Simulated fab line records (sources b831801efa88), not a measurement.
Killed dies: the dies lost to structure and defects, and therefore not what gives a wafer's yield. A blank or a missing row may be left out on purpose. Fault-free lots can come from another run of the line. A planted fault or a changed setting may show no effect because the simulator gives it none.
A struck lot beside a sound one | flow sky130 | 16 steps out of a route of 708
Sound: the wafers L938.2, L938.4, L938.5. Wafers struck: L930.2, L930.4, L930.6. Last of all comes the cause.
At each step with rows: each side's tool, then ch and its chambers, then its first start. Under that, the readings that differ: sound wafers | struck wafers | difference of the means | sigmas: that difference in standard deviations of wafers without a fault.
alike: readings with means less than 2 such deviations apart, plus words and numbers identical on both sides. not compared: withheld readings, readings lacking a value on some wafer, bounds such as >300 that could conceal the same value, and numbers that have no deviation in the record and whose values overlap.
The two part at a step that has a row with sigmas, a row that says differs or no value, or rows on one side only. When numbers do not overlap yet have no deviation, they are printed without sigmas and do not part them. A reading that every wafer of one side lacks parts them only if that side has two wafers or more.

first, 5 steps without rows for these wafers: SKY_SONOS_TUNNEL_COAT_02 (resist thk 1140 nm); SKY_SONOS_TUNNEL_SOFTBAKE_03 (time 60 s); SKY_SONOS_TUNNEL_EXPOSE_04 (exposes mask TUNM, target cd 410 nm); SKY_SONOS_TUNNEL_PEB_05; SKY_SONOS_TUNNEL_DEVELOP_06 (develop time 60 s).
SKY_SONOS_TUNNEL_CD_MEAS_07: the cd target is 410 nm.
  sound: cdSem-02 at day 16 18:10; struck: cdSem-02 at day 14 01:25
  alike: cdNm
SKY_SONOS_TUNNEL_OVL_MEAS_08:
  sound: overlay-02 at day 16 18:16; struck: overlay-01 at day 14 01:31
  alike: SONOS_TUNNEL_OVL
then, 3 steps without rows for these wafers: SKY_SONOS_TUNNEL_IMPLANT_09; SKY_SONOS_TUNNEL_WET_ETCH_10 (etches SiO2 in dHF, target depth 14 nm, time 280 s); SKY_SONOS_TUNNEL_STRIP_11 (strips in SPM, time 600 s).
SKY_SONOS_TUNNEL_TW_MEAS_12:
  sound: filmMetro-01 at day 16 18:44; struck: filmMetro-04 at day 14 01:59
  alike: SONOS_TUNNEL_TW
then, 1 step without rows for these wafers: SKY_SONOS_TUNNEL_CLEAN_13 (cleans in dHF, time 20 s).
SKY_SONOS_ONO_OXIDATION_00: stabilise 600 s, purge 300 s, target thk 2.6 nm.
  sound on furnace-01 ch 0, day 16 18:49; struck on furnace-01 ch 0, day 14 02:37
reading                                         | sound             | struck           | difference | sigmas
model.SiO2_of_SONOS_ONO_OXIDATION_00.thkNm (nm) | 2.589 2.584 2.613 | 2.264 2.24 2.233 | -0.350     | 
SKY_SONOS_ONO_THK_MEAS_01:
  sound: filmMetro-03 at day 16 20:10; struck: filmMetro-01 at day 14 03:58
reading                      | sound          | struck         | difference | sigmas
SONOS_ONO_OXIDATION_THK (nm) | 2.59 2.58 2.60 | 2.22 2.20 2.21 | -0.38      | -6
then, 1 step without rows for these wafers: SKY_SONOS_ONO_CVD_02 (deposits Si3N4 from DCS/NH3, target thk 10.5 nm, time 180 s).
-- here the record skips 34 days between the struck wafers' starts before and after, leaving off in module SONOS_ONO and picking up in module PAD_OPEN (first step shown: number 708 of the route) --
SKY_PAD_OPEN_PROBE_99:
  sound: prober-02 at day 49 20:07; struck: prober-02 at day 47 23:55
reading                            | sound                   | struck                  | difference | sigmas
model.etest.capOno.gateLog10ACm2   | -7.899 -7.787 -7.996    | -7.513 -7.5 -7.472      | +0.399     | 
model.etest.capOno.toxAccNm (nm)   | 12.82 12.75 12.89       | 12.61 12.54 12.54       | -0.26      | 
model.etest.sonosErased.vtV (V)    | -2.32 -2.347 -2.303     | -2.449 -2.476 -2.516    | -0.157     | 
model.etest.sonosBaked.vtLessV (V) | -0.5315 -0.5316 -0.4856 | -0.6091 -0.6352 -0.6048 | -0.1001    | 
  alike: killed_at_M0_to_M3, killed_at_M4_up, killedAtContacts, killedAtFrontEnd, killedAtOther, killedDies, killedOpen, killedShort
  not compared: model.etest.sonosErased.driveUaUm, model.etest.capOno.gateBvV

WHERE THEY PART
Only at SKY_SONOS_ONO_THK_MEAS_01, within this record. Later steps at which nothing parts them and some readings are alike: SKY_PAD_OPEN_PROBE_99.

WHY: whatever the simulator had introduced
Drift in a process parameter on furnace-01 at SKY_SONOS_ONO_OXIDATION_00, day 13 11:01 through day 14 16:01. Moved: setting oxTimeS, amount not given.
